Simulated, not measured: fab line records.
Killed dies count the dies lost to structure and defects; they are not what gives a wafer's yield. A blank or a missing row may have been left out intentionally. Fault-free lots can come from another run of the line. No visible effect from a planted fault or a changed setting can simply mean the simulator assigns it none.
The same fault as seen by 2 desks + flow sky130 + each desk has only its own numbers; what lay behind them comes last

## FROM THE METROLOGY DESK
Means of the sampled wafers that have a number, per lot and without regard to the tool the lot ran on: this is what the gauges read. If a lot's mean is further than 4 standard deviations from the usual mean, the lot is out of limits and carries the mark OUT (the distance appears in the brackets).
Columns: A = NWELL_2_TW at SKY_NWELL_TW_MEAS_26, usual 497
| lot  | first seen here | A                    |
|------|-----------------|----------------------|
| L735 | day 5 19:01     | 502                  |
| L736 | day 6 04:31     | 499                  |
| L737 | day 6 13:40     | 495                  |
| L740 | day 7 03:23     | 497                  |
| L742 | day 7 12:05     | 501                  |
| L743 | day 7 19:25     | 497                  |
| L744 | day 8 00:47     | 498                  |
| L749 | day 9 08:24     | 495                  |
| L750 | day 9 14:40     | 30 (-99 or more) OUT |
| L751 | day 9 22:45     | 30 (-99 or more) OUT |
| L752 | day 10 06:36    | 498                  |
| L753 | day 10 13:44    | 496                  |
| L754 | day 10 20:06    | 501                  |
| L756 | day 11 00:56    | 500                  |
This desk reports L750, L751 out of limits; the earliest was L750 at day 9 14:40 (NWELL_2_TW at SKY_NWELL_TW_MEAS_26). L735, L736, L737, L740, L742, L743, L744, L749, L752, L753, L754, L756 stayed within limits.

## AT THE TOOL OWNER'S DESK: plasma-asher-03
The tool's own readings at SKY_NWELL_STRIP_14 (strips in O2/N2): means of the sampled wafers that have a number, for each lot that ran on this tool. If a lot's mean is further than 4 standard deviations from the usual mean, the lot is out of limits and carries the mark OUT (the distance appears in the brackets).
Columns: A = chamber-pressure-mTorr at SKY_NWELL_STRIP_14, usual 1499.8 mTorr; B = drypump-motor-current-A at SKY_NWELL_STRIP_14, usual 5.5 A; C = oes-product-au at SKY_NWELL_STRIP_14, usual 0.723 a.u.; D = strip-time-to-endpoint-s at SKY_NWELL_STRIP_14, usual 36.87 s
| lot  | first seen here | A      | B   | C     | D     |
|------|-----------------|--------|-----|-------|-------|
| L736 | day 5 09:28     | 1500.3 | 5.4 | 0.721 | 36.85 |
| L737 | day 5 17:52     | 1500.7 | 5.9 | 0.719 | 37.01 |
| L740 | day 6 07:35     | 1498.9 | 5.9 | 0.725 | 36.84 |
| L743 | day 6 23:04     | 1499.3 | 5.4 | 0.723 | 36.84 |
| L749 | day 8 10:06     | 1500.2 | 5.6 | 0.726 | 36.85 |
| L754 | day 9 21:03     | 1501.3 | 5.9 | 0.723 | 36.83 |
| L756 | day 10 02:35    | 1498.7 | 5.9 | 0.719 | 36.79 |
This desk found nothing out of limits on any of the 7 lots.

## BROUGHT TOGETHER
L750, L751 would have let the metrology desk raise an alarm at day 9 14:40.
The tool owner's desk saw nothing out of limits.
The tool owner's desk has no number on record for L750, L751.
Of the lots named, all ran SKY_NWELL_STRIP_14 on plasma-asher-03.

## WHAT WAS PUT IN BY THE SIMULATOR
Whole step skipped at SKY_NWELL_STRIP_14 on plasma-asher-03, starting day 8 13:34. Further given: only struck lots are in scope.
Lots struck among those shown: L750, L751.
Per desk, hours elapsed from the start of the fault to the first reading out of limits: for the metrology desk, 25.
